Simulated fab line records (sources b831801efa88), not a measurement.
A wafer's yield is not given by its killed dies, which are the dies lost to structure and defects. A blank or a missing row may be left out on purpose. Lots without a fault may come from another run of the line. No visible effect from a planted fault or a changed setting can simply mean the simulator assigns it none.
Which tool is to blame? / flow sky130 / Sampling: 6 lots, 18 wafers, 3 of 708 route steps

WHAT THE GAUGES SHOWED, per wafer
SKY_SD_N_RS_MEAS_16: the measuring method here is four-point-probe.
lot=L215; measured=day 28 05:23; on=film metro-03; SD_N_RS (ohm/sq)=68.28 68.40 68.47
lot=L218; measured=day 29 12:31; on=film metro-04; SD_N_RS (ohm/sq)=68.71 68.56 68.66
lot=L221; measured=day 30 13:55; on=film metro-02; SD_N_RS (ohm/sq)=68.49 68.40 68.55
lot=L228; measured=day 32 13:47; on=film metro-03; SD_N_RS (ohm/sq)=68.25 68.42 68.31
lot=L233; measured=day 34 07:45; on=film metro-02; SD_N_RS (ohm/sq)=68.43 68.48 68.38
lot=L237; measured=day 35 01:49; on=film metro-02; SD_N_RS (ohm/sq)=68.54 68.59 68.45

EACH LOT AND THE TOOL THAT RAN IT (in order: tool; ch and the chambers of the sampled wafers; start)
lot=L215; SKY_SD_P_STRIP_10=plasma asher-03 ch 0,1, day 25 19:07; SKY_SD_N_RTA_14=rtp anneal-01 ch 0, day 28 05:12
lot=L218; SKY_SD_P_STRIP_10=plasma asher-04 ch 0,1, day 27 03:59; SKY_SD_N_RTA_14=rtp anneal-02 ch 0, day 29 12:20
lot=L221; SKY_SD_P_STRIP_10=plasma asher-03 ch 0,1, day 28 05:35; SKY_SD_N_RTA_14=rtp anneal-01 ch 0, day 30 13:44
lot=L228; SKY_SD_P_STRIP_10=plasma asher-01 ch 0,1, day 30 05:50; SKY_SD_N_RTA_14=rtp anneal-02 ch 0, day 32 13:34
lot=L233; SKY_SD_P_STRIP_10=plasma asher-01 ch 0,1, day 32 01:32; SKY_SD_N_RTA_14=rtp anneal-01 ch 0, day 34 07:34
lot=L237; SKY_SD_P_STRIP_10=plasma asher-03 ch 0,1, day 32 20:56; SKY_SD_N_RTA_14=rtp anneal-01 ch 0, day 35 01:38
- SKY_SD_P_STRIP_10: strips in O2/N2.
- SKY_SD_N_RTA_14: time 2 s.

THE ANSWER, worked out from the rows above alone
Rule: what is usual is taken from the lots themselves. Put in order of their means at a reading, lots are off if they are a third of the lots or fewer, leave a main group of 4 or more, and stand apart from it by a gap of 3 or more times the standard deviation of the main group's means; of several such gaps the widest counts. A main group whose means are all the same, to the digits that the tables above print for the reading, isn't used. Also off: a lot with no number at a reading for which 4 or more lots have one. All remaining lots with rows at the step are treated as sound.
Nothing can be told from this: no lot is off at any reading shown.

WHAT WAS PUT IN BY THE SIMULATOR
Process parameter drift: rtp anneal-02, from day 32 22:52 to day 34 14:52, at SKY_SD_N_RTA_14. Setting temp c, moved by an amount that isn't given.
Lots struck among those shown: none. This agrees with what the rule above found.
